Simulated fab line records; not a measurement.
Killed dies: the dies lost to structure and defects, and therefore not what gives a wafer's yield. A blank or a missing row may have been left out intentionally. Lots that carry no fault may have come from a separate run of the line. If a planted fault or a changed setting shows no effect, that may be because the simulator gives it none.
Comparing a struck lot with a sound one    flow sky130    35 out of 708 route steps
Sound: the wafers L456.2, L456.3, L456.4. Wafers struck: L463.3, L463.4, L463.6. The cause comes at the end.
Order at every step that has rows: each side's tool, ch and its chambers, its first start. Under that, the readings that differ: sound wafers    struck wafers    difference of the means    sigmas: that difference in standard deviations of wafers without a fault.
alike: same words and numbers on both sides, and readings whose means sit less than 2 such deviations apart. not compared: any withheld reading, any reading some wafer has no value for, any bound like >300 that may hide the same value, and any number with overlapping values for which the record gives no deviation.
Wherever a step has rows on one side only, a row that says differs or no value, or a row with sigmas, the two part there. When numbers do not overlap yet have no deviation, they are printed without sigmas and do not part them. A reading that every wafer of one side lacks parts them only if that side has two wafers or more.

SKY_SD_P_CD_MEAS_07: the cd target is 380 nm.
  sound on cd_sem-02 at day 25 19:35; struck on cd_sem-01 at day 28 22:58
  alike: cd_nm
SKY_SD_P_OVL_MEAS_08:
  sound on overlay-01 at day 25 19:41; struck on overlay-01 at day 28 23:03
  alike: SD_P_OVL
then, 1 step without rows for these wafers: SKY_SD_P_IMPLANT_09.
SKY_SD_P_STRIP_10: strips in O2/N2.
  sound on plasma_asher-03 ch 0,1, day 25 19:52; struck on plasma_asher-03 ch 0,1, day 28 23:16
  alike: drypump_motor_current_A, o2_flow_sccm, oes_product_au, strip_time_to_endpoint_s
  not compared: rf_hours_counter_h
SKY_SD_P_TW_MEAS_11:
  sound on film_metro-02 at day 25 19:59; struck on film_metro-01 at day 28 23:20
reading  sound           struck          difference  sigmas
SD_P_TW  2836 2840 2846  2767 2779 2767  -70         -3
then, 7 steps without rows for these wafers: SKY_RES_XHIGH_DEHYDRATE_00 (time 60 s); SKY_RES_XHIGH_HMDS_01 (prime time 60 s); SKY_RES_XHIGH_COAT_02 (resist thk 1140 nm); SKY_RES_XHIGH_SOFTBAKE_03 (time 60 s); SKY_RES_XHIGH_EXPOSE_04 (exposes mask URPM, target cd 1270 nm); SKY_RES_XHIGH_PEB_05; SKY_RES_XHIGH_DEVELOP_06 (develop time 60 s).
SKY_RES_XHIGH_IMPLANT_07:
  sound on implanter-03 ch 0, day 27 01:15; struck on implanter-02 ch 0, day 30 03:48
reading             sound           struck          difference  sigmas
beam_on_s (s)       42.0 42.1 41.5  32.0 31.9 31.1  -10.2       -4
faraday_current_uA  483 483 487     633 632 653     +155        +6
  alike: beam_energy_keV
SKY_RES_XHIGH_STRIP_08: strips in O2/N2.
  sound on plasma_asher-04 ch 0,1, day 27 01:22; struck on plasma_asher-01 ch 0,1, day 30 03:56
reading                       sound              struck             difference  sigmas
oes_product_au (a.u.)         0.710 0.713 0.700  0.719 0.717 0.717  +0.010      +2
strip_time_to_endpoint_s (s)  14.25 14.26 14.29  14.18 14.14 14.18  -0.10       -2
  alike: drypump_motor_current_A, o2_flow_sccm
  not compared: rf_hours_counter_h
SKY_RES_XHIGH_TW_MEAS_09:
  sound on film_metro-03 at day 27 01:29; struck on film_metro-02 at day 30 04:01
reading       sound           struck          difference  sigmas
RES_XHIGH_TW  1639 1635 1634  1551 1550 1545  -87         -6
then, 7 steps without rows for these wafers: SKY_SD_N_DEHYDRATE_00 (time 60 s); SKY_SD_N_HMDS_01 (prime time 60 s); SKY_SD_N_COAT_02 (resist thk 1140 nm); SKY_SD_N_SOFTBAKE_03 (time 60 s); SKY_SD_N_EXPOSE_04 (exposes mask NSDM, target cd 380 nm); SKY_SD_N_PEB_05; SKY_SD_N_DEVELOP_06 (develop time 60 s).
SKY_SD_N_CD_MEAS_07: the cd target is 380 nm.
  sound on cd_sem-01 at day 28 05:59; struck on cd_sem-01 at day 31 07:21
  alike: cd_nm
SKY_SD_N_OVL_MEAS_08:
  sound on overlay-01 at day 28 06:05; struck on overlay-01 at day 31 07:26
  alike: SD_N_OVL
then, 2 steps without rows for these wafers: SKY_SD_N_IMPLANT_09; SKY_SD_N_IMPLANT_10.
SKY_SD_N_STRIP_11: strips in O2/N2.
  sound on plasma_asher-03 ch 0,1, day 28 06:25; struck on plasma_asher-03 ch 0,1, day 31 07:48
  alike: drypump_motor_current_A, o2_flow_sccm, oes_product_au, strip_time_to_endpoint_s
  not compared: rf_hours_counter_h
SKY_SD_N_TW_MEAS_12:
  sound on film_metro-02 at day 28 06:31; struck on film_metro-03 at day 31 07:53
  alike: SD_N_TW
then, 1 step without rows for these wafers: SKY_SD_N_CLEAN_13 (cleans in SC1/SC2, time 150 s).
SKY_SD_N_RTA_14: time 2 s.
  sound on rtp_anneal-02 ch 0, day 28 06:38; struck on rtp_anneal-02 ch 0, day 31 08:00
  alike: chamber_o2_ppm, lamp_power_pct, ramp_down_c_per_s, wafer_temp_C_max
SKY_SD_N_RS_MEAS_16: the measuring method here is four-point-probe.
  sound on film_metro-01 at day 28 06:50; struck on film_metro-02 at day 31 08:11
  alike: SD_N_RS
SKY_SD_N_RS_MEAS_17: the measuring method here is four-point-probe.
  sound on film_metro-01 at day 28 06:57; struck on film_metro-02 at day 31 08:19
  alike: SD_P_RS
SKY_SD_N_RS_MEAS_18: the measuring method here is four-point-probe.
  sound on film_metro-01 at day 28 07:04; struck on film_metro-02 at day 31 08:26
reading                sound              struck             difference  sigmas
RES_XHIGH_RS (ohm/sq)  335.2 334.1 335.5  391.8 391.8 390.2  +56.3       +51
then, 1 step without rows for these wafers: SKY_SALICIDE_CLEAN_00 (cleans in HF-last, time 30 s).
-- the record jumps here: 17 days lie between the struck wafers' starts before and after (it left off in module SALICIDE and takes up again in module PAD_OPEN, whose first step shown is number 708 of the route) --
SKY_PAD_OPEN_PROBE_99:
  sound on prober-01 at day 46 00:43; struck on prober-02 at day 48 06:23
reading                                   sound            struck            difference  sigmas
model.etest.res_xhigh_po.line_ohm_um      5952 5824 5607   8450 8985 8794    +2949       
model.etest.res_xhigh_po.rs_ohm_sq        2068 2002 1955   2941 3155 3082    +1051       
model.etest.res_xhigh_po.rs_ohm_sq_range  208 166.8 193.9  59.27 73.72 76.8  -119.64     
  alike: killed_at_M0_to_M3, killed_at_M4_up, killed_at_contacts, killed_at_front_end, killed_at_other, killed_dies, killed_open, killed_short

== WHERE THEY PART ==
Last at SKY_SD_N_RS_MEAS_18 as far as this record goes, first at SKY_SD_P_TW_MEAS_11. Later steps at which nothing parts them and some readings are alike: SKY_PAD_OPEN_PROBE_99.

WHY: whatever the simulator had introduced
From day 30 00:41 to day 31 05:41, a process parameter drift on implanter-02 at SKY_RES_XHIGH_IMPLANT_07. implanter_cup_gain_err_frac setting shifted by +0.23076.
